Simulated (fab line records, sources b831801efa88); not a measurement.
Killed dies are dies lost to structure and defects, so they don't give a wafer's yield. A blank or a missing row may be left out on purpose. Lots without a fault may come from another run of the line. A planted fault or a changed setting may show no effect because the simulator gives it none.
Which tool did it? | flow sky130 | 13 lots, 39 wafers sampled, at 5 steps of a route of 708

WHAT THE GAUGES READ, wafer by wafer
SKY_SONOS_TUNNEL_OVL_MEAS_08.
lot  | measured     | on         | SONOS_TUNNEL_OVL (nm)
L596 | day 11 14:47 | overlay-01 | -0.1 -0.4 -0.8
L597 | day 12 00:33 | overlay-02 | -0.3 -0.8 -0.9
L599 | day 12 10:57 | overlay-02 | -1.7 1.5 -1.7
L600 | day 12 16:43 | overlay-01 | 1.3 2.3 2.0
L601 | day 13 00:31 | overlay-02 | 0.9 1.0 2.5
L602 | day 13 09:06 | overlay-02 | -0.4 -0.6 -1.7
L613 | day 16 20:53 | overlay-01 | -1.9 -0.5 -2.6
L614 | day 17 02:44 | overlay-01 | 3.3 1.4 -0.2
L615 | day 17 09:32 | overlay-02 | 0.0 0.2 -0.3
L616 | day 17 19:20 | overlay-02 | 1.5 0.8 0.5
L617 | day 18 03:05 | overlay-02 | 1.1 2.8 0.9
L618 | day 18 15:55 | overlay-01 | 1.1 1.0 0.6
L619 | day 19 00:34 | overlay-02 | 0.4 1.3 -0.3

SKY_SONOS_ONO_THK_MEAS_01.
lot  | measured     | on            | SONOS_ONO_OXIDATION_THK (nm)
L596 | day 11 18:17 | film_metro-03 | 2.59 2.64 2.68
L597 | day 12 05:15 | film_metro-02 | 2.56 2.53 2.49
L599 | day 12 17:26 | film_metro-01 | 2.51 2.53 2.54
L600 | day 12 21:43 | film_metro-01 | 2.51 2.58 2.54
L601 | day 13 04:25 | film_metro-01 | 2.54 2.49 2.50
L602 | day 13 12:06 | film_metro-02 | 2.56 2.52 2.54
L613 | day 17 05:34 | film_metro-02 | 2.66 2.74 2.73
L614 | day 17 05:33 | film_metro-01 | 2.66 2.67 2.68
L615 | day 17 13:53 | film_metro-03 | 2.67 2.69 2.70
L616 | day 18 02:16 | film_metro-02 | 2.60 2.62 2.63
L617 | day 18 10:29 | film_metro-03 | 2.66 2.54 2.61
L618 | day 18 18:56 | film_metro-03 | 2.70 2.57 2.61
L619 | day 19 03:24 | film_metro-02 | 2.60 2.58 2.56

SKY_SONOS_ONO_THK_MEAS_03.
lot  | measured     | on            | SONOS_ONO_CVD_02_THK (nm)
L596 | day 11 21:12 | film_metro-01 | 10.52 10.59 10.53
L597 | day 12 06:22 | film_metro-02 | 10.27 10.31 10.35
L599 | day 12 22:10 | film_metro-03 | 10.42 10.49 10.40
L600 | day 13 01:00 | film_metro-01 | 10.34 10.34 10.41
L601 | day 13 05:32 | film_metro-03 | 10.25 10.23 10.31
L602 | day 13 13:37 | film_metro-01 | 10.47 10.38 10.45
L613 | day 17 07:12 | film_metro-01 | 10.62 10.57 10.56
L614 | day 17 07:11 | film_metro-02 | 10.47 10.38 10.41
L615 | day 17 16:37 | film_metro-02 | 10.50 10.48 10.51
L616 | day 18 03:53 | film_metro-03 | 10.33 10.36 10.47
L617 | day 18 15:37 | film_metro-03 | 10.38 10.47 10.46
L618 | day 18 21:41 | film_metro-01 | 10.56 10.58 10.52
L619 | day 19 05:56 | film_metro-01 | 10.23 10.32 10.34

SKY_RES_PROTECT_TW_MEAS_08.
lot  | measured     | on            | POLY_GATE_TW
L596 | day 16 12:29 | film_metro-03 | 4023 4009 4002
L597 | day 16 12:49 | film_metro-02 | 3960 3998 3982
L599 | day 16 18:20 | film_metro-03 | 4021 4037 4021
L600 | day 16 18:38 | film_metro-04 | 3961 3966 3984
L601 | day 16 18:59 | film_metro-02 | 3991 3989 3982
L602 | day 17 11:41 | film_metro-02 | 30 30 30
L613 | day 21 09:38 | film_metro-04 | 3932 3941 3944
L614 | day 21 07:23 | film_metro-03 | 4015 4052 4025
L615 | day 21 17:47 | film_metro-02 | 3979 3986 3993
L616 | day 22 06:26 | film_metro-02 | 4003 3992 3985
L617 | day 22 17:53 | film_metro-03 | 4004 3992 4006
L618 | day 23 00:05 | film_metro-02 | 4002 3977 4013
L619 | day 23 08:02 | film_metro-02 | 4000 3983 3993

WHICH TOOL RAN EACH LOT (tool, then ch and the chambers of the sampled wafers, then the start)
lot  | SKY_RES_PROTECT_EXPOSE_04
L596 | iline_stepper-01 ch 0, day 15 22:52
L597 | iline_stepper-02 ch 0, day 15 23:21
L599 | iline_stepper-01 ch 0, day 16 05:07
L600 | iline_stepper-02 ch 0, day 16 05:22
L601 | iline_stepper-02 ch 0, day 16 05:35
L602 | iline_stepper-02 ch 0, day 16 21:47
L613 | iline_stepper-01 ch 0, day 20 18:09
L614 | iline_stepper-01 ch 0, day 20 16:26
L615 | iline_stepper-02 ch 0, day 21 02:41
L616 | iline_stepper-01 ch 0, day 21 14:04
L617 | iline_stepper-01 ch 0, day 22 03:19
L618 | iline_stepper-02 ch 0, day 22 10:14
L619 | iline_stepper-01 ch 0, day 22 17:40
- SKY_RES_PROTECT_EXPOSE_04: exposes mask RPM, target cd 1270 nm.

WHAT THE TOOLS THEMSELVES READ (means of the sampled wafers that have a number; where no wafer has one, the mark that the record gives instead)
The record holds no such reading with a usual standard deviation.

THE ANSWER, worked out from the rows above alone
Rule: what is usual is taken from the lots themselves. Put in order of their means at a reading, lots are off if they are a third of the lots or fewer, leave a main group of 4 or more, and stand apart from it by a gap of 3 or more times the standard deviation of the main group's means; of several such gaps the widest counts. A main group whose means are all the same, to the digits that the tables above print for the reading, isn't used. A lot without any number at a reading at which 4 lots or more have one is off too. The other lots that the step has rows for count as sound. The gauges are gone through in route order, then the tools' own readings, and for those a lot's mean is taken as printed above. The first step at which some lot is off is used, and at that step the reading that is off furthest; a lot without a number counts as furthest.
Off: L602, at SKY_RES_PROTECT_TW_MEAS_08 (POLY_GATE_TW). The main group: mean 3993, standard deviation 23.
A tool fits if, at a process step before that reading, it ran every lot that is off, and no sound lot after the first of them. The gauges at SKY_RES_PROTECT_TW_MEAS_08 are tried like those tools. None of those tried fits.

WHAT THE SIMULATOR HAD PUT IN
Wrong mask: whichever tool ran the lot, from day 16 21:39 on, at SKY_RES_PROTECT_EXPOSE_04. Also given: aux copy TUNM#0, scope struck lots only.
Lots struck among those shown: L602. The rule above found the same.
